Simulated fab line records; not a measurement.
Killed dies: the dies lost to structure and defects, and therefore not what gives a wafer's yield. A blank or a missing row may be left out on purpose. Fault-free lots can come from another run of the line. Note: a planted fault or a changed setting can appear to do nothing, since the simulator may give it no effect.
Split-lot experiment    flow gf180mcu    on a route of 602 steps: 5 lots, 21 wafers read

## ABOUT THE SPLIT
At GF_M3_COAT_09 (resist thk 1000 nm), the setting resist_thk_nm was moved away from the recipe's 1000 nm on 8 of the 21 wafers read, by -5.2% to -1.7%. This setting was run at the recipe's value on the other wafers.

## FROM THE SPLIT TO THE READING: what the file shows between them, 2 steps
- GF_M3_SOFTBAKE_10: time 60 s
- GF_M3_EXPOSE_11: exposes mask Metal3, target cd 280 nm

## THE READING
KrF_of_M3_COAT_09.thk_nm (the simulator's own value, which no gauge read), in nm, at GF_M3_METAL_ETCH_16 (etches the open film in Cl2/BCl3, stops on SiO2, target depth 627.5 nm, time 104.6 s). There is no usual value for it anywhere in the file. Across the 13 wafers here that went through the recipe, the average is 732.9 nm and the standard deviation 3.6 nm.

wafer   tool, chamber at the split  resist_thk_nm as run, nm  against the recipe  KrF_of_M3_COAT_09.thk_nm, nm  against lot-mates on the recipe
L074.1  litho_track-02, 0           954.9                     -4.5%               688.6                         -38.4
L074.2  litho_track-02, 0           954.9                     -4.5%               686.9                         -40.1
L074.3  litho_track-02, 0           1000                      recipe              727                           -
L076.1  litho_track-02, 0           947.9                     -5.2%               683.3                         -49.8
L076.2  litho_track-02, 0           1000                      recipe              732                           -
L076.4  litho_track-02, 0           947.9                     -5.2%               681.2                         -51.8
L076.5  litho_track-02, 0           947.9                     -5.2%               684.8                         -48.2
L076.6  litho_track-02, 0           1000                      recipe              734.1                         -
L077.1  litho_track-02, 0           1000                      recipe              735.6                         -
L077.5  litho_track-02, 0           1000                      recipe              734.1                         -
L077.6  litho_track-02, 0           1000                      recipe              741.4                         -
L078.1  litho_track-01, 0           1000                      recipe              730.1                         -
L078.2  litho_track-01, 0           982.5                     -1.7%               710.6                         -19.5
L078.4  litho_track-01, 0           982.5                     -1.7%               711.9                         -18.2
L078.5  litho_track-01, 0           1000                      recipe              730.1                         -
L078.6  litho_track-01, 0           982.5                     -1.7%               710.2                         -19.9
L080.2  litho_track-02, 0           1000                      recipe              736                           -
L080.3  litho_track-02, 0           1000                      recipe              729                           -
L080.4  litho_track-02, 0           1000                      recipe              733.6                         -
L080.5  litho_track-02, 0           1000                      recipe              730.1                         -
L080.6  litho_track-02, 0           1000                      recipe              735.1                         -

FIT RESULTS
A straight line over all 21 wafers: KrF_of_M3_COAT_09.thk_nm changes by +9.77 nm for each +1% of resist_thk_nm; r = +0.99; the points scatter about the line by 3.6 nm.
The same after taking each lot's own level away (the mean of its wafers on the recipe; 21 wafers): +9.34 nm for each +1%; r = +0.99; scatter 2.5 nm.
The reading moves by 49 nm for the largest change in resist_thk_nm, on that fit.
The span of the lots' own levels, 727.00 to 737.03 nm, comes to 2.8 times the standard deviation stated above.
Hence the lot-to-lot level has little effect on the slope; both slopes agree.
Check: -48.8 nm against its lot-mates is what the line predicts for one of the wafers moved furthest among these (-5.2%) when that wafer is left out of the fit. Against them it came out at -49.8 nm.

## THESE WAFERS: OTHER SPLITS
These wafers also went through other splits before the reading. Each is held against what the fit with the lots' levels taken away leaves over:
other split on the same wafers  wafers away from the commonest value  r with KrF_of_M3_COAT_09.thk_nm (lot level and that fit taken away)
GF_M2_SPUTTER_00 power_w        8                                     -0.10
GF_M2_EXPOSE_11 dose_mj         6                                     -0.22
GF_M2_METAL_ETCH_16 bias_w      4                                     -0.40
GF_V2_COAT_09 resist_thk_nm     5                                     +0.02
GF_V2_PEB_12 peb_time_s         5                                     +0.10
GF_V2_SPUTTER_21 power_w        7                                     +0.01
GF_M3_SPUTTER_02 time_s         2                                     +0.17

## THE WHOLE CHAIN: every reading that the file lists as answering this split, in the file's order
step                 what it does                                                                          reading                                                                    change (the file's fit)               r (the file's)
GF_M3_COAT_09        resist thk 1000 nm                                                                    KrF_of_M3_COAT_09.thk_nm (the simulator's own value, which no gauge read)  +9.54 nm for each +1% of the setting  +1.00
GF_M3_METAL_ETCH_16  etches the open film in Cl2/BCl3, stops on SiO2, target depth 627.5 nm, time 104.6 s  KrF_of_M3_COAT_09.thk_nm (the simulator's own value, which no gauge read)  +9.44 nm for each +1% of the setting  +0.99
GF_M3_STRIP_17       strips in O2/N2                                                                       strip_time_to_endpoint_s                                                   withheld for each +1% of the setting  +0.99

## THE FILE'S OWN FIT
KrF_of_M3_COAT_09.thk_nm changes by +9.44 nm for each +1% of resist_thk_nm, r = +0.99.
